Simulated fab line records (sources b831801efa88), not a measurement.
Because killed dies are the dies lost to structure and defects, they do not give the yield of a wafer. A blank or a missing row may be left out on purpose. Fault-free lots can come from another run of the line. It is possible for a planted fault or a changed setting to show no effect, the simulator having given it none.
The same fault as seen by 2 desks || flow gf180mcu || what lay behind the numbers comes last; until then each desk has only its own

== AT THE TOOL OWNER'S DESK: litho-track-04 ==
The tool's own readings at GF_DNWELL_DEVELOP_06 (develop time 60 s): means of the sampled wafers that have a number, for each lot that ran on this tool. If a lot's mean is further than 4 standard deviations from the usual mean, the lot is out of limits and carries the mark OUT (the distance appears in the brackets).
Columns: A = developer-temp-C at GF_DNWELL_DEVELOP_06, usual 23.01 C
{"lot": "L592", "first seen here": "day 3 11:00", "A": 23.01}
{"lot": "L605", "first seen here": "day 6 00:00", "A": 23.05}
{"lot": "L606", "first seen here": "day 6 08:00", "A": 23.01}
{"lot": "L607", "first seen here": "day 6 12:00", "A": 22.88}
Finding of this desk: none of the 4 lots has anything out of limits.

== METROLOGY DESK ==
Means of the sampled wafers that have a number, per lot and without regard to the tool the lot ran on: this is what the gauges read. If a lot's mean is further than 4 standard deviations from the usual mean, the lot is out of limits and carries the mark OUT (the distance appears in the brackets).
Columns: A = STI_OXIDATION_02_THK at GF_STI_THK_MEAS_30, usual 9.97 nm; B = DNWELL_TW at GF_DNWELL_TW_MEAS_09, usual 1364; C = NWELL_OVL at GF_NWELL_OVL_MEAS_07, usual 1.0 nm; D = NWELL_TW at GF_NWELL_TW_MEAS_11, usual 1590; E = LVPWELL_OVL at GF_LVPWELL_OVL_MEAS_07, usual 0.6 nm; F = LVPWELL_TW at GF_LVPWELL_TW_MEAS_11, usual 567
{"lot": "L592", "first seen here": "day 2 22:08", "A": 9.78, "B": 1368, "C": 0.2, "D": 1586, "E": 1.2, "F": 567}
{"lot": "L594", "first seen here": "day 3 02:44", "A": 10.33, "B": 1358, "C": 0.0, "D": 1600, "E": 1.0, "F": 567}
{"lot": "L602", "first seen here": "day 4 21:04", "A": 10.02, "B": 1364, "C": 1.8, "D": 1595, "E": 1.3, "F": 568}
{"lot": "L605", "first seen here": "day 5 10:29", "A": 10.02, "B": 1369, "C": 2.5, "D": 1597, "E": -1.1, "F": 568}
{"lot": "L606", "first seen here": "day 5 18:16", "A": 10.20, "B": 1360, "C": 2.4, "D": 1583, "E": 1.5, "F": 567}
{"lot": "L607", "first seen here": "day 5 21:22", "A": 9.87, "B": 1366, "C": 0.4, "D": 1598, "E": 0.8, "F": 568}
Finding of this desk: none of the 6 lots has anything out of limits.

== TAKEN TOGETHER ==
The tool owner's desk saw nothing out of limits.
The metrology desk saw nothing out of limits.

== WHAT WAS PUT IN BY THE SIMULATOR ==
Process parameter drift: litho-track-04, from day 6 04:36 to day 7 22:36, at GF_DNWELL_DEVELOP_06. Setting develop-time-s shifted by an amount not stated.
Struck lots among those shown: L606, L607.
